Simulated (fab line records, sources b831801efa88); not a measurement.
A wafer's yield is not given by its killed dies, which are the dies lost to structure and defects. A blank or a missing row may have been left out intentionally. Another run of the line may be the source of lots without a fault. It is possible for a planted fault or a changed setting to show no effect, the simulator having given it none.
fab line records + flow sky130
record:
- lots: 12
- wafers: 35
- last-day: 50
route steps=708 shown CAPM@551 METAL3@563 VIA3@573 PAD_OPEN@708
lots that met no fault: from a run of the same line without faults
start-h: hours from the record's opening day to when the first of the lot's shown wafers began + wait-h: how many hours have passed since the lot's step before this one + " identical to the entry in the row above + L1.1+2: a single row standing in for several wafers + - no value present, or no start provided + * or withheld: withheld + < > ~ a bound
route shown NAME@n: NAME is a module with steps in the file, n the number in the route of the first one + usual: mean/standard deviation of fault-free wafers + same: alike in all rows + chamber/n: place in a boat + sites: readings site by site + _std_site: their standard deviation + _edge_site: mean of outer sites minus mean of inner sites + radius-mm: how far each site lies from the wafer's centre + mask NAME#n: copy n + behind: the tool/chamber that last shaped the wafer + hold: why the lot went on hold/how many hours it stayed there/how the hold came to an end + device: whichever transistor did not switch (one of n, p or np) + end of line: tests run on the same wafers once the route is complete + where a step has no rows: the recipe by itself + killed: dies lost to structure and defects at the first sort, not the wafer's yield + map: per-die view of a wafer (x killed, . not killed, _ where there is no die)
set.NAME: the setting the step ran with; set.NAME@STEP: the setting that earlier step ran with + model.NAME: the simulator's own value behind a step, which no gauge read
one table for each step of the route and one row for each wafer, over a sample of lots
services: from which hour (start-h, from the record's first day; less than 0 if before it) a tool's chamber was out of use, for how many hours, and why
== steps ==
step: SKY_CAPM_STRIP_14
recipe:
- chemistry: O2/N2
- power-w: 1400
- pressure-mtorr: 1500
- platen-temp-c: withheld
- o2-flow-sccm: 3000
- n2-flow-sccm: 300
- overash-fraction: 0.5
usual:
- drypump-motor-current-A: 5.54/0.22
- n2-flow-sccm: 300.0/0.88
- oes-product-au: 0.710/0.0046
- strip-time-to-endpoint-s: 12.64/0.053
same:
- overash-fraction: 0.5
| lot.wafer | tool            | chamber | start-h | wait-h | drypump-motor-current-A | n2-flow-sccm | oes-product-au | rf-hours-counter-h | strip-time-to-endpoint-s |
|-----------|-----------------|---------|---------|--------|-------------------------|--------------|----------------|--------------------|--------------------------|
| L874.1    | plasma-asher-04 | 1       | 878.75  | 0.1    | 5.37                    | 300.2        | 0.706          | 13                 | 12.60                    |
| L874.3    | "               | 0       | "       | "      | 5.69                    | 301.1        | 0.718          | -                  | 12.69                    |
| L874.6    | "               | 0       | "       | "      | 5.67                    | 300.6        | 0.715          | -                  | 12.67                    |
| L875.3    | plasma-asher-01 | 1       | 886.84  | 0.1    | 5.21                    | 301.4        | 0.709          | -                  | 12.67                    |
| L875.4    | "               | 0       | "       | "      | 5.48                    | 299.0        | 0.715          | -                  | 12.59                    |
| L875.5    | "               | 1       | "       | "      | 5.21                    | 299.8        | 0.701          | -                  | 12.58                    |
| L876.1    | plasma-asher-01 | 0       | 895.46  | 0.1    | 5.50                    | 299.3        | 0.709          | 47                 | 12.58                    |
| L876.2    | "               | 1       | "       | "      | 5.26                    | 299.9        | 0.716          | 47                 | 12.63                    |
| L876.5    | "               | 0       | "       | "      | 5.48                    | 300.6        | 0.706          | -                  | 12.53                    |
| L877.1    | plasma-asher-04 | 1       | 906.70  | 0.1    | 5.37                    | 300.0        | 0.713          | 16                 | 12.65                    |
| L877.3    | "               | 1       | "       | "      | 5.38                    | 301.5        | 0.714          | -                  | 12.60                    |
| L877.4    | "               | 0       | "       | "      | 5.69                    | 299.4        | 0.708          | -                  | 12.60                    |
| L881.2    | plasma-asher-04 | 0       | 927.87  | 0.1    | 5.70                    | 300.0        | 0.711          | 18                 | 12.68                    |
| L881.3    | "               | 0       | "       | "      | 5.68                    | 300.6        | 0.704          | -                  | 12.69                    |
| L881.5    | "               | 0       | "       | "      | 5.69                    | 300.2        | 0.710          | -                  | 12.71                    |
| L880.3    | plasma-asher-04 | 1       | 930.59  | 0.1    | 5.40                    | 299.8        | 0.707          | -                  | 12.68                    |
| L880.4    | "               | 0       | "       | "      | 5.71                    | 299.0        | 0.704          | -                  | 12.58                    |
| L890.2    | plasma-asher-03 | 1       | 1010.32 | 0.1    | 5.93                    | 300.5        | 0.715          | 123                | 12.62                    |
| L890.3    | "               | 1       | "       | "      | 5.92                    | 301.1        | 0.709          | -                  | 12.62                    |
| L890.4    | "               | 0       | "       | "      | 5.42                    | 298.8        | 0.712          | -                  | 12.71                    |
| L889.4    | plasma-asher-03 | 0       | 1011.33 | 0.1    | 5.43                    | 300.1        | 0.717          | -                  | 12.62                    |
| L889.5    | "               | 0       | "       | "      | 5.45                    | 299.7        | 0.710          | -                  | 12.61                    |
| L889.6    | "               | 1       | "       | "      | 5.96                    | 301.0        | 0.710          | -                  | 12.74                    |
| L892.2    | plasma-asher-03 | 1       | 1014.40 | 0.1    | 5.95                    | 299.1        | 0.708          | 123                | 12.58                    |
| L892.5    | "               | 0       | "       | "      | 5.46                    | 299.1        | 0.711          | -                  | 12.56                    |
| L892.6    | "               | 1       | "       | "      | 5.96                    | 298.4        | 0.707          | -                  | 12.65                    |
| L891.3    | plasma-asher-03 | 1       | 1021.84 | 0.1    | 5.95                    | 300.0        | 0.710          | -                  | 12.68                    |
| L891.4    | "               | 0       | "       | "      | 5.42                    | 298.9        | 0.712          | -                  | 12.71                    |
| L891.5    | "               | 0       | "       | "      | 5.43                    | 299.1        | 0.717          | -                  | 12.66                    |
| L894.1    | plasma-asher-04 | 0       | 1024.57 | 0.1    | 5.69                    | 298.4        | 0.712          | 28                 | 12.70                    |
| L894.4    | "               | 0       | "       | "      | 5.67                    | 298.4        | 0.710          | -                  | 12.73                    |
| L894.5    | "               | 0       | "       | "      | 5.71                    | 298.5        | 0.712          | -                  | 12.67                    |
| L896.3    | plasma-asher-03 | 0       | 1039.38 | 0.1    | 5.45                    | 299.5        | 0.707          | -                  | 12.63                    |
| L896.5    | "               | 1       | "       | "      | 5.95                    | 299.3        | 0.708          | -                  | 12.69                    |
| L896.6    | "               | 0       | "       | "      | 5.43                    | 300.1        | 0.706          | -                  | 12.67                    |
step: SKY_METAL3_CD_MEAS_13
recipe:
- target-cd-nm: 300
usual:
- cd-nm: 299.8/1.2
| lot.wafer | tool      | chamber | start-h | wait-h | cd-nm |
|-----------|-----------|---------|---------|--------|-------|
| L874.1    | cd-sem-02 | -       | 904.91  | -      | 300.2 |
| L874.3    | "         | -       | "       | "      | 300.1 |
| L874.6    | "         | -       | "       | "      | 301.9 |
| L875.3    | cd-sem-01 | -       | 911.79  | -      | 300.7 |
| L875.4    | "         | -       | "       | "      | 300.4 |
| L875.5    | "         | -       | "       | "      | 300.2 |
| L876.1    | cd-sem-01 | -       | 920.48  | -      | 300.0 |
| L876.2    | "         | -       | "       | "      | 300.0 |
| L876.5    | "         | -       | "       | "      | 299.4 |
| L877.1    | cd-sem-02 | -       | 932.40  | -      | 298.2 |
| L877.3    | "         | -       | "       | "      | 296.9 |
| L877.4    | "         | -       | "       | "      | 297.4 |
| L881.2    | cd-sem-02 | -       | 952.92  | -      | 299.2 |
| L881.3    | "         | -       | "       | "      | 298.4 |
| L881.5    | "         | -       | "       | "      | 298.6 |
| L880.3    | cd-sem-01 | -       | 955.37  | -      | 301.2 |
| L880.4    | "         | -       | "       | "      | 300.9 |
| L890.2    | cd-sem-02 | -       | 1033.73 | -      | 298.5 |
| L890.3    | "         | -       | "       | "      | 299.0 |
| L890.4    | "         | -       | "       | "      | 300.0 |
| L889.4    | cd-sem-02 | -       | 1034.39 | -      | 300.6 |
| L889.5    | "         | -       | "       | "      | 299.9 |
| L889.6    | "         | -       | "       | "      | 300.9 |
| L892.2    | cd-sem-01 | -       | 1037.53 | -      | 301.6 |
| L892.5    | "         | -       | "       | "      | 300.8 |
| L892.6    | "         | -       | "       | "      | 301.2 |
| L891.3    | cd-sem-02 | -       | 1043.65 | -      | 298.1 |
| L891.4    | "         | -       | "       | "      | 297.2 |
| L891.5    | "         | -       | "       | "      | 298.1 |
| L894.1    | cd-sem-01 | -       | 1046.73 | -      | 300.5 |
| L894.4    | "         | -       | "       | "      | 300.2 |
| L894.5    | "         | -       | "       | "      | 299.2 |
| L896.3    | cd-sem-02 | -       | 1061.39 | -      | 296.5 |
| L896.5    | "         | -       | "       | "      | 298.8 |
| L896.6    | "         | -       | "       | "      | 297.4 |
step: SKY_METAL3_OVL_MEAS_14
usual:
- METAL3_OVL: -3/5
| lot.wafer | tool       | chamber | start-h | wait-h | METAL3_OVL[nm] |
|-----------|------------|---------|---------|--------|----------------|
| L874.1    | overlay-01 | -       | 905.03  | 0.1    | -7             |
| L874.3    | "          | -       | "       | "      | -3             |
| L874.6    | "          | -       | "       | "      | -8             |
| L875.3    | overlay-01 | -       | 911.88  | 0.1    | -9             |
| L875.4    | "          | -       | "       | "      | -6             |
| L875.5    | "          | -       | "       | "      | -7             |
| L876.1    | overlay-01 | -       | 920.60  | 0.1    | -14            |
| L876.2    | "          | -       | "       | "      | -6             |
| L876.5    | "          | -       | "       | "      | -12            |
| L877.1    | overlay-02 | -       | 932.52  | 0.1    | 1              |
| L877.3    | "          | -       | "       | "      | 1              |
| L877.4    | "          | -       | "       | "      | -6             |
| L881.2    | overlay-02 | -       | 953.03  | 0.1    | -7             |
| L881.3    | "          | -       | "       | "      | -4             |
| L881.5    | "          | -       | "       | "      | -10            |
| L880.3    | overlay-01 | -       | 955.47  | 0.1    | -5             |
| L880.4    | "          | -       | "       | "      | -7             |
| L890.2    | overlay-01 | -       | 1033.83 | 0.1    | -3             |
| L890.3    | "          | -       | "       | "      | 2              |
| L890.4    | "          | -       | "       | "      | -4             |
| L889.4    | overlay-01 | -       | 1034.47 | 0.1    | -2             |
| L889.5    | "          | -       | "       | "      | 1              |
| L889.6    | "          | -       | "       | "      | 0              |
| L892.2    | overlay-01 | -       | 1037.63 | 0.1    | 3              |
| L892.5    | "          | -       | "       | "      | 3              |
| L892.6    | "          | -       | "       | "      | 4              |
| L891.3    | overlay-02 | -       | 1043.74 | 0.1    | -9             |
| L891.4    | "          | -       | "       | "      | -6             |
| L891.5    | "          | -       | "       | "      | -9             |
| L894.1    | overlay-02 | -       | 1046.85 | 0.1    | -2             |
| L894.4    | "          | -       | "       | "      | -2             |
| L894.5    | "          | -       | "       | "      | -2             |
| L896.3    | overlay-02 | -       | 1061.48 | 0.1    | 0              |
| L896.5    | "          | -       | "       | "      | -2             |
| L896.6    | "          | -       | "       | "      | -4             |
step: SKY_VIA3_HDPCVD_00
recipe:
- material: SiO2
- target-thk-nm: 1635
- sigma-open-frac: 0.3
- time-s: 272.5
- temp-c: 400
- sih4-flow-sccm: 60
- pressure-mtorr: 6
usual:
- run-length-s: 300.4/0.44
- susceptor-temp-C: 400.03/0.21
| lot.wafer | tool      | chamber | start-h | wait-h | run-length-s | susceptor-temp-C |
|-----------|-----------|---------|---------|--------|--------------|------------------|
| L874.1    | hdpcvd-02 | 2       | 905.98  | 0.0    | 299.9        | 400.07           |
| L874.3    | "         | 0       | "       | "      | 300.7        | 399.81           |
| L874.6    | "         | 0       | "       | "      | 301.0        | 399.97           |
| L875.3    | hdpcvd-01 | 0       | 912.83  | 0.0    | 300.6        | 399.88           |
| L875.4    | "         | 1       | "       | "      | 300.3        | 400.28           |
| L875.5    | "         | 0       | "       | "      | 301.5        | 400.05           |
| L876.1    | hdpcvd-01 | 0       | 921.56  | 0.0    | 300.5        | 400.19           |
| L876.2    | "         | 2       | "       | "      | 300.3        | 399.80           |
| L876.5    | "         | 1       | "       | "      | 300.4        | 399.68           |
| L877.1    | hdpcvd-01 | 1       | 933.48  | 0.0    | 300.6        | 400.00           |
| L877.3    | "         | 0       | "       | "      | 319.8        | 399.80           |
| L877.4    | "         | 0       | "       | "      | 319.2        | 400.11           |
| L881.2    | hdpcvd-01 | 0       | 954.02  | 0.0    | 300.6        | 399.93           |
| L881.3    | "         | 1       | "       | "      | 318.9        | 400.41           |
| L881.5    | "         | 2       | "       | "      | 300.3        | 400.18           |
| L880.3    | hdpcvd-01 | 2       | 956.51  | 0.1    | 319.1        | 399.80           |
| L880.4    | "         | 1       | "       | "      | 319.4        | 399.62           |
| L890.2    | hdpcvd-02 | 0       | 1034.89 | 0.0    | 301.0        | 399.96           |
| L890.3    | "         | 1       | "       | "      | 300.3        | 400.21           |
| L890.4    | "         | 1       | "       | "      | 300.0        | 400.35           |
| L889.4    | hdpcvd-02 | 2       | 1035.50 | 0.1    | 300.3        | 399.96           |
| L889.5    | "         | 1       | "       | "      | 299.7        | 399.86           |
| L889.6    | "         | 0       | "       | "      | 300.5        | 400.02           |
| L892.2    | hdpcvd-01 | 2       | 1038.61 | 0.0    | 300.5        | 400.23           |
| L892.5    | "         | 1       | "       | "      | 300.7        | 400.12           |
| L892.6    | "         | 2       | "       | "      | 300.7        | 400.44           |
| L891.3    | hdpcvd-01 | 2       | 1044.68 | 0.0    | 300.3        | 399.77           |
| L891.4    | "         | 1       | "       | "      | 300.1        | 399.64           |
| L891.5    | "         | 2       | "       | "      | 300.1        | 399.84           |
| L894.1    | hdpcvd-01 | 0       | 1047.81 | 0.0    | 300.7        | 400.19           |
| L894.4    | "         | 2       | "       | "      | 300.6        | 400.19           |
| L894.5    | "         | 0       | "       | "      | 300.8        | 400.26           |
| L896.3    | hdpcvd-01 | 1       | 1062.56 | 0.0    | 300.3        | 399.94           |
| L896.5    | "         | 0       | "       | "      | 301.1        | 400.28           |
| L896.6    | "         | 2       | "       | "      | 301.2        | 399.99           |
step: SKY_VIA3_THK_MEAS_01
recipe:
- reads: SiO2_of_VIA3_HDPCVD_00
usual:
- VIA3_HDPCVD_THK: 1632/20
| lot.wafer | tool          | chamber | start-h | wait-h | VIA3_HDPCVD_THK[nm] |
|-----------|---------------|---------|---------|--------|---------------------|
| L874.1    | film-metro-01 | -       | 906.15  | 0.1    | 1607                |
| L874.3    | "             | -       | "       | "      | 1635                |
| L874.6    | "             | -       | "       | "      | 1637                |
| L875.3    | film-metro-01 | -       | 913.01  | 0.1    | 1622                |
| L875.4    | "             | -       | "       | "      | 1617                |
| L875.5    | "             | -       | "       | "      | 1622                |
| L876.1    | film-metro-01 | -       | 921.73  | 0.1    | 1617                |
| L876.2    | "             | -       | "       | "      | 1633                |
| L876.5    | "             | -       | "       | "      | 1606                |
| L877.1    | film-metro-03 | -       | 933.64  | 0.1    | 1615                |
| L877.3    | "             | -       | "       | "      | 1720                |
| L877.4    | "             | -       | "       | "      | 1729                |
| L881.2    | film-metro-02 | -       | 954.19  | 0.1    | 1625                |
| L881.3    | "             | -       | "       | "      | 1738                |
| L881.5    | "             | -       | "       | "      | 1647                |
| L880.3    | film-metro-03 | -       | 956.70  | 0.1    | 1747                |
| L880.4    | "             | -       | "       | "      | 1769                |
| L890.2    | film-metro-02 | -       | 1035.07 | 0.1    | 1664                |
| L890.3    | "             | -       | "       | "      | 1670                |
| L890.4    | "             | -       | "       | "      | 1656                |
| L889.4    | film-metro-03 | -       | 1035.61 | 0.0    | 1607                |
| L889.5    | "             | -       | "       | "      | 1649                |
| L889.6    | "             | -       | "       | "      | 1667                |
| L892.2    | film-metro-03 | -       | 1038.79 | 0.1    | 1625                |
| L892.5    | "             | -       | "       | "      | 1629                |
| L892.6    | "             | -       | "       | "      | 1617                |
| L891.3    | film-metro-01 | -       | 1044.87 | 0.1    | 1607                |
| L891.4    | "             | -       | "       | "      | 1613                |
| L891.5    | "             | -       | "       | "      | 1620                |
| L894.1    | film-metro-02 | -       | 1047.98 | 0.1    | 1610                |
| L894.4    | "             | -       | "       | "      | 1609                |
| L894.5    | "             | -       | "       | "      | 1618                |
| L896.3    | film-metro-01 | -       | 1062.74 | 0.1    | 1656                |
| L896.5    | "             | -       | "       | "      | 1621                |
| L896.6    | "             | -       | "       | "      | 1638                |
step: SKY_PAD_OPEN_PROBE_99
usual:
- defect-limited-yield: 82.6/1.8
- killed_at_M0_to_M3: 44/6.9
- killed_at_M4_up: 3.2/1.8
- killed-at-contacts: 23/5.2
- killed-at-front-end: 15/4.5
- killed-at-other: 0.3/0.56
- killed-dies: 85/8.8
- killed-open: 47/6.7
- killed-short: 39/6.4
- sort_bin_3_pad_short: 0.8/0.4
- sort_bin_5_function: 10.2/1.3
- sort_bin_6_memory: 6.4/1.1
- sort-n-pass: 407/8.8
- sort-yield-pct: 82.6/1.8
same:
- gross-dies: 492
- killed-at-back-side: 0
- sort_bin_4_leakage[%]: 0
- sort_bin_8_speed[%]: 0
| lot.wafer | tool      | chamber | start-h | wait-h | defect-limited-yield[%] | killed_at_M0_to_M3 | killed_at_M4_up | killed-at-contacts | killed-at-front-end | killed-at-other | killed-dies | killed-open | killed-short | sort_bin_3_pad_short[%] | sort_bin_5_function[%] | sort_bin_6_memory[%] | sort-n-pass | sort-yield-pct[%] |
|-----------|-----------|---------|---------|--------|-------------------------|--------------------|-----------------|--------------------|---------------------|-----------------|-------------|-------------|--------------|-------------------------|------------------------|----------------------|-------------|-------------------|
| L874.1    | prober-01 | -       | 1079.11 | 0.1    | 83.1                    | 47                 | 3               | 16                 | 17                  | 0               | 83          | 47          | 36           | 1.4                     | 10.0                   | 5.5                  | 409         | 83.1              |
| L874.3    | prober-01 | -       | 1079.21 | 0.2    | 84.6                    | 40                 | 2               | 25                 | 9                   | 0               | 76          | 40          | 36           | 0.4                     | 9.3                    | 5.7                  | 416         | 84.6              |
| L874.6    | prober-01 | -       | 1079.36 | 0.2    | 80.9                    | 52                 | 2               | 22                 | 18                  | 0               | 94          | 52          | 40           | 0.2                     | 12.2                   | 6.7                  | 398         | 80.9              |
| L881.2    | prober-01 | -       | 1117.35 | 0.1    | 81.9                    | 48                 | 2               | 22                 | 16                  | 1               | 89          | 52          | 37           | 0.6                     | 11.0                   | 6.5                  | 403         | 81.9              |
| L881.3    | prober-01 | -       | 1117.40 | 0.2    | 83.9                    | 36                 | 3               | 31                 | 9                   | 0               | 79          | 48          | 31           | 0.8                     | 8.9                    | 6.3                  | 413         | 83.9              |
| L881.5    | prober-01 | -       | 1117.50 | 0.2    | 83.3                    | 34                 | 1               | 30                 | 16                  | 1               | 82          | 45          | 37           | 0.4                     | 10.4                   | 5.9                  | 410         | 83.3              |
| L880.3    | prober-02 | -       | 1119.62 | 0.2    | 80.7                    | 52                 | 6               | 24                 | 13                  | 0               | 95          | 56          | 39           | 0.8                     | 11.8                   | 6.7                  | 397         | 80.7              |
| L880.4    | prober-02 | -       | 1119.67 | 0.2    | 83.7                    | 49                 | 2               | 20                 | 9                   | 0               | 80          | 44          | 36           | 1.0                     | 7.9                    | 7.3                  | 412         | 83.7              |
| L889.4    | prober-01 | -       | 1181.41 | 0.2    | 83.5                    | 44                 | 1               | 20                 | 15                  | 1               | 81          | 42          | 39           | 0.8                     | 8.3                    | 7.3                  | 411         | 83.5              |
| L889.5    | prober-01 | -       | 1181.46 | 0.2    | 78.7                    | 55                 | 2               | 33                 | 14                  | 1               | 105         | 62          | 43           | 1.0                     | 11.8                   | 8.5                  | 387         | 78.7              |
| L889.6    | prober-01 | -       | 1181.51 | 0.2    | 84.3                    | 32                 | 1               | 18                 | 25                  | 1               | 77          | 37          | 40           | 0.8                     | 8.7                    | 6.1                  | 415         | 84.3              |
| L891.3    | prober-02 | -       | 1188.01 | 0.2    | 85.4                    | 36                 | 2               | 26                 | 7                   | 1               | 72          | 45          | 27           | 0.4                     | 8.3                    | 5.9                  | 420         | 85.4              |
| L891.4    | prober-02 | -       | 1188.06 | 0.2    | 81.7                    | 48                 | 6               | 23                 | 13                  | 0               | 90          | 52          | 38           | 0.4                     | 11.2                   | 6.7                  | 402         | 81.7              |
| L891.5    | prober-02 | -       | 1188.11 | 0.2    | 82.5                    | 51                 | 5               | 20                 | 10                  | 0               | 86          | 51          | 35           | 0.4                     | 9.8                    | 7.3                  | 406         | 82.5              |
killed by level:class
L874.1 VIA1:geometric-particle:open=16 FIELD_ISO:geometric-particle:short=7 CONTACT:geometric-particle:open=7 VIA1:geometric-particle:short=6 LI_CONTACT:geometric-particle:open=5 VIA3:geometric-particle:open=5 VIA2:geometric-particle:open=5 METAL1:geometric-particle:short=4
L874.3 VIA1:geometric-particle:open=9 LI_CONTACT:geometric-particle:open=8 VIA3:geometric-particle:open=8 METAL2:geometric-particle:short=8 CONTACT:geometric-particle:short=7 VIA1:geometric-particle:short=4 VIA3:geometric-particle:short=4 FIELD_ISO:geometric-particle:open=3
L874.6 VIA1:geometric-particle:open=11 VIA1:geometric-particle:short=8 VIA3:geometric-particle:open=8 LI_CONTACT:geometric-particle:open=7 METAL2:geometric-particle:short=6 METAL1:geometric-particle:short=5 LOCAL_INTERCONNECT:geometric-particle:short=5 CONTACT:geometric-particle:open=5
L881.2 VIA1:geometric-particle:open=10 CONTACT:geometric-particle:open=9 VIA2:geometric-particle:open=8 LI_CONTACT:geometric-particle:open=7 METAL1:geometric-particle:short=6 POLY_GATE:geometric-particle:open=5 METAL3:geometric-particle:short=5 FIELD_ISO:geometric-particle:open=4
L881.3 CONTACT:geometric-particle:open=14 VIA1:geometric-particle:open=9 LI_CONTACT:geometric-particle:open=7 VIA2:geometric-particle:open=6 METAL3:geometric-particle:short=6 VIA3:geometric-particle:open=5 METAL1:geometric-particle:short=5 FIELD_ISO:geometric-particle:short=4
L881.5 VIA1:geometric-particle:open=10 LI_CONTACT:geometric-particle:open=9 CONTACT:geometric-particle:open=8 FIELD_ISO:geometric-particle:short=6 POLY_GATE:geometric-particle:open=5 CONTACT:geometric-particle:short=5 VIA3:geometric-particle:open=5 LI_CONTACT:geometric-particle:short=4
L880.3 VIA1:geometric-particle:open=22 CONTACT:geometric-particle:open=8 LI_CONTACT:geometric-particle:open=6 METAL2:geometric-particle:short=6 VIA2:geometric-particle:open=5 VIA3:geometric-particle:open=5 METAL4:geometric-particle:short=5 FIELD_ISO:geometric-particle:open=4
L880.4 CONTACT:geometric-particle:open=12 VIA2:geometric-particle:open=9 METAL2:geometric-particle:short=8 METAL3:geometric-particle:short=6 VIA3:geometric-particle:open=6 VIA1:geometric-particle:open=5 VIA1:geometric-particle:short=4 FIELD_ISO:geometric-particle:open=3
L889.4 VIA3:geometric-particle:open=9 VIA1:geometric-particle:open=8 LI_CONTACT:geometric-particle:open=7 VIA2:geometric-particle:open=6 VIA2:geometric-particle:short=5 METAL2:geometric-particle:short=5 FIELD_ISO:geometric-particle:short=4 POLY_GATE:geometric-particle:short=4
L889.5 CONTACT:geometric-particle:open=13 VIA1:geometric-particle:open=12 VIA3:geometric-particle:open=10 METAL2:geometric-particle:short=9 VIA2:geometric-particle:open=7 LI_CONTACT:geometric-particle:short=6 LI_CONTACT:geometric-particle:open=5 POLY_GATE:geometric-particle:short=4
L889.6 FIELD_ISO:geometric-particle:short=7 LI_CONTACT:geometric-particle:open=6 FIELD_ISO:geometric-particle:open=5 CONTACT:geometric-particle:open=5 METAL2:geometric-particle:short=5 VIA2:geometric-particle:short=5 VIA2:geometric-particle:open=4 METAL3:geometric-particle:short=4
L891.3 CONTACT:geometric-particle:open=10 LI_CONTACT:geometric-particle:open=7 CONTACT:geometric-particle:short=7 VIA1:geometric-particle:open=7 VIA2:geometric-particle:open=7 METAL2:geometric-particle:short=5 VIA3:geometric-particle:open=5 METAL1:geometric-particle:open=3
L891.4 VIA1:geometric-particle:open=15 VIA3:geometric-particle:open=9 CONTACT:geometric-particle:open=7 LI_CONTACT:geometric-particle:open=7 METAL4:geometric-particle:short=6 FIELD_ISO:geometric-particle:short=5 CONTACT:geometric-particle:short=5 VIA3:geometric-particle:short=5
L891.5 VIA1:geometric-particle:open=16 VIA3:geometric-particle:open=9 CONTACT:geometric-particle:open=8 CONTACT:geometric-particle:short=6 VIA2:geometric-particle:open=6 VIA2:geometric-particle:short=4 VIA1:geometric-particle:short=4 METAL4:geometric-particle:short=4
== services ==
| tool            | chamber | start-h | hours | kind       |
|-----------------|---------|---------|-------|------------|
| hdpcvd-02       | 0       | 891.10  | 6.0   | repair     |
| hdpcvd-02       | -       | 928.87  | 1.3   | repair     |
| hdpcvd-02       | -       | 950.25  | 15.0  | pm         |
| hdpcvd-02       | 0       | 950.25  | 15.0  | vent-cycle |
| hdpcvd-02       | 1       | 950.25  | 15.0  | vent-cycle |
| hdpcvd-02       | 2       | 950.25  | 15.0  | vent-cycle |
| hdpcvd-02       | 0       | 965.25  | -     | clean      |
| hdpcvd-02       | 1       | 965.25  | -     | clean      |
| hdpcvd-02       | 2       | 965.25  | -     | clean      |
| hdpcvd-02       | 0       | 966.02  | 5.1   | repair     |
| hdpcvd-01       | -       | 987.20  | 1.2   | repair     |
| plasma-asher-03 | -       | 990.02  | 1.0   | repair     |
| hdpcvd-01       | -       | 1010.41 | 2.8   | pm         |
| plasma-asher-03 | -       | 1017.80 | 1.0   | repair     |
| hdpcvd-01       | -       | 1038.80 | 3.2   | repair     |
| plasma-asher-03 | -       | 1055.25 | 9.0   | pm         |
| plasma-asher-03 | 0       | 1055.25 | 9.0   | vent-cycle |
| plasma-asher-03 | 1       | 1055.25 | 9.0   | vent-cycle |
| plasma-asher-01 | -       | 1058.63 | 2.8   | pm         |
== key ==
first-sign:
- step: SKY_VIA3_HDPCVD_00
- reading: run-length-s
- direction: up
- sigmas: 43
- usual: *
- struck: *
effect:
- step: SKY_VIA3_THK_MEAS_01
- reading: VIA3_HDPCVD_THK
- direction: up
- sigmas: 5.5
- usual: 1632
- struck: 1741
met-at SKY_VIA3_HDPCVD_00
struck-lots L877,L880,L881
struck-wafers L877.3,L877.4,L880.3,L880.4,L881.3
not-acting-at SKY_CAPM_STRIP_14,SKY_METAL3_CD_MEAS_13,SKY_METAL3_OVL_MEAS_14
onset-between 921.56 933.48
fault:
- kind: process-parameter-drift
- tool: hdpcvd-01
- chamber: -
- onset-h: 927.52
- steps: SKY_VIA3_HDPCVD_00
- channel: time-s
- offset: *
- shape: step
- end-h: 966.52
- scope: struck-wafers-only
- acts-in: *
- stated: *
